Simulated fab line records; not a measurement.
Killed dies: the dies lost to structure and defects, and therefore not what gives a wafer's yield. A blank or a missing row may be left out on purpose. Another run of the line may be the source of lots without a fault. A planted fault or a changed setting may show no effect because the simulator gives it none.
Which tool did it? -- flow gf180mcu -- 12 lots with 36 wafers sampled at 5 steps, on a route of 602 steps

== WHAT THE GAUGES READ, wafer by wafer ==
GF_V5_RS_MEAS_24: a four-point-probe measurement.
lot,measured,on,V5_W_RS (ohm/sq)
L533,day 27 04:59,filmMetro-01,0.324 0.323 0.323
L536,day 27 23:23,filmMetro-03,0.327 0.330 0.329
L538,day 28 23:34,filmMetro-03,0.321 0.326 0.327
L541,day 29 21:43,filmMetro-01,0.320 0.321 0.319
L542,day 30 00:13,filmMetro-02,0.324 0.325 0.324
L544,day 30 18:07,filmMetro-01,0.321 0.321 0.323
L545,day 30 22:05,filmMetro-01,0.322 0.323 0.322
L548,day 31 19:23,filmMetro-02,0.333 0.335 0.333
L549,day 31 19:35,filmMetro-03,0.322 0.324 0.319
L550,day 31 23:55,filmMetro-03,0.320 0.324 0.319
L554,day 33 06:11,filmMetro-02,0.329 0.332 0.331
L556,day 33 11:16,filmMetro-01,0.321 0.322 0.325

== EACH LOT AND THE TOOL THAT RAN IT (in order: tool; ch and the chambers of the sampled wafers; start) ==
lot,GF_MIM_SPUTTER_03,GF_MIM_SPUTTER_04,GF_V5_CMP_04,GF_V5_ETCH_17
L533,"pvdSputter-02, day 24 10:13","pvdSputter-02, day 24 10:14","cmp-02 ch 0,1, day 26 07:20","rieDiel-02 ch 0,3, day 27 04:59 or earlier"
L536,"pvdSputter-02, day 25 06:17","pvdSputter-02, day 25 06:18","cmp-01 ch 2,3, day 27 01:48","rieDiel-02 ch 1,2, day 27 23:23 or earlier"
L538,"pvdSputter-03, day 26 09:25","pvdSputter-03, day 26 09:27","cmp-02 ch 0,2,3, day 28 02:54","rieDiel-02 ch 0,1,3, day 28 23:34 or earlier"
L541,"pvdSputter-03, day 27 08:24","pvdSputter-03, day 27 08:25","cmp-02 ch 2,3, day 29 01:17","rieDiel-02 ch 0,1,3, day 29 21:43 or earlier"
L542,"pvdSputter-01, day 27 11:25","pvdSputter-01, day 27 11:27","cmp-02 ch 0,3, day 29 04:35","rieDiel-02 ch 0,1,3, day 30 00:13 or earlier"
L544,"pvdSputter-02, day 28 06:55","pvdSputter-02, day 28 06:56","cmp-02 ch 0,2,3, day 29 22:21","rieDiel-02 ch 0,1,3, day 30 18:07 or earlier"
L545,"pvdSputter-03, day 28 10:44","pvdSputter-03, day 28 10:45","cmp-01 ch 1,2, day 30 01:47","rieDiel-02 ch 2,3, day 30 22:05 or earlier"
L548,"pvdSputter-03, day 29 08:34","pvdSputter-03, day 29 08:35","cmp-02 ch 1,3, day 31 00:23","rieDiel-02 ch 1,2,3, day 31 19:23 or earlier"
L549,"pvdSputter-01, day 29 10:30","pvdSputter-01, day 29 10:31","cmp-02 ch 1,3, day 31 01:05","rieDiel-04 ch 0,1, day 31 19:35 or earlier"
L550,"pvdSputter-03, day 29 15:36","pvdSputter-03, day 29 15:37","cmp-02 ch 0,2, day 31 05:07","rieDiel-01 ch 0,2,3, day 31 23:55 or earlier"
L554,"pvdSputter-03, day 31 00:58","pvdSputter-03, day 31 00:59","cmp-01 ch 0,1,2, day 32 12:51","rieDiel-01 ch 2,3, day 33 06:11 or earlier"
L556,"pvdSputter-03, day 31 06:51","pvdSputter-03, day 31 06:52","cmp-02 ch 0,2,3, day 32 18:14","rieDiel-04 ch 0,1,2, day 33 11:16 or earlier"
- GF_MIM_SPUTTER_03: material Ti, target thk 10 nm, time 6.7 s.
- GF_MIM_SPUTTER_04: material TiN, target thk 50 nm, time 41.7 s.
- GF_V5_CMP_04: polishes SiO2.
- GF_V5_ETCH_17: etches SiO2 in C4F8/O2/Ar, stops on TiN, target depth 855 nm.

== AS READ BY THE TOOLS THEMSELVES (means over the sampled wafers that have a number; for cases with no such wafer, the mark the record gives instead) ==
GF_MIM_SPUTTER_03.
lot,tool,throttleValvePct (%)
L533,pvdSputter-02,28.5
L536,pvdSputter-02,28.6
L538,pvdSputter-03,29.6
L541,pvdSputter-03,29.3
L542,pvdSputter-01,30.3
L544,pvdSputter-02,29.2
L545,pvdSputter-03,29.4
L548,pvdSputter-03,29.4
L549,pvdSputter-01,30.4
L550,pvdSputter-03,29.6
L554,pvdSputter-03,29.5
L556,pvdSputter-03,29.4

GF_MIM_SPUTTER_04.
lot,tool,throttleValvePct (%)
L533,pvdSputter-02,28.6
L536,pvdSputter-02,28.5
L538,pvdSputter-03,29.7
L541,pvdSputter-03,29.0
L542,pvdSputter-01,30.4
L544,pvdSputter-02,29.2
L545,pvdSputter-03,29.5
L548,pvdSputter-03,29.5
L549,pvdSputter-01,30.3
L550,pvdSputter-03,29.6
L554,pvdSputter-03,29.3
L556,pvdSputter-03,29.5

GF_V5_CMP_04.
lot,tool,motorCurrentA (A),retainingRingPressureFrac
L533,cmp-02,11.8,0.996
L536,cmp-01,11.4,1.000
L538,cmp-02,11.7,0.997
L541,cmp-02,11.4,1.003
L542,cmp-02,11.0,1.000
L544,cmp-02,11.6,1.000
L545,cmp-01,11.9,1.002
L548,cmp-02,11.8,1.000
L549,cmp-02,11.8,1.005
L550,cmp-02,12.6,0.997
L554,cmp-01,11.6,1.001
L556,cmp-02,11.7,0.997

GF_V5_ETCH_17.
lot,tool,oesProductAu (a.u.)
L533,rieDiel-02,0.861
L536,rieDiel-02,0.858
L538,rieDiel-02,0.866
L541,rieDiel-02,0.859
L542,rieDiel-02,0.858
L544,rieDiel-02,0.861
L545,rieDiel-02,0.863
L548,rieDiel-02,0.858
L549,rieDiel-04,0.861
L550,rieDiel-01,0.857
L554,rieDiel-01,0.862
L556,rieDiel-04,0.895

== THE ANSWER, worked out from the rows above alone ==
Rule: the usual values come from the lots themselves. Put in order of their means at a reading, lots are off if they are a third of the lots or fewer, leave a main group of 4 or more, and stand apart from it by a gap of 3 or more times the standard deviation of the main group's means; of several such gaps the widest counts. The tables above print the reading to a certain number of digits; a main group whose means all agree to those digits is not used. Also off: a lot with no number at a reading for which 4 or more lots have one. Any other lot the step has rows for is counted as sound. Order of review: gauges by route order, followed by the tools' own readings, for which a lot's mean as printed above is used. At the first step where some lot is off, the reading lying furthest off is the one used; lots without a number count as furthest.
Off at GF_V5_ETCH_17 (oesProductAu): L556. The main group: mean 0.860 a.u., standard deviation 0.0026.
A tool fits if, at that step or a process step before it, it ran every lot that is off, and no sound lot after the first of them. With no start given for some of its lots, GF_V5_ETCH_17 uses the hours and lot order of GF_V5_RS_MEAS_24. Can't be told from this: 3 tools fit, pvdSputter-03 at GF_MIM_SPUTTER_03 and GF_MIM_SPUTTER_04, cmp-02 at GF_V5_CMP_04, rieDiel-04 at GF_V5_ETCH_17.

== WHAT HAD BEEN PUT IN BY THE SIMULATOR ==
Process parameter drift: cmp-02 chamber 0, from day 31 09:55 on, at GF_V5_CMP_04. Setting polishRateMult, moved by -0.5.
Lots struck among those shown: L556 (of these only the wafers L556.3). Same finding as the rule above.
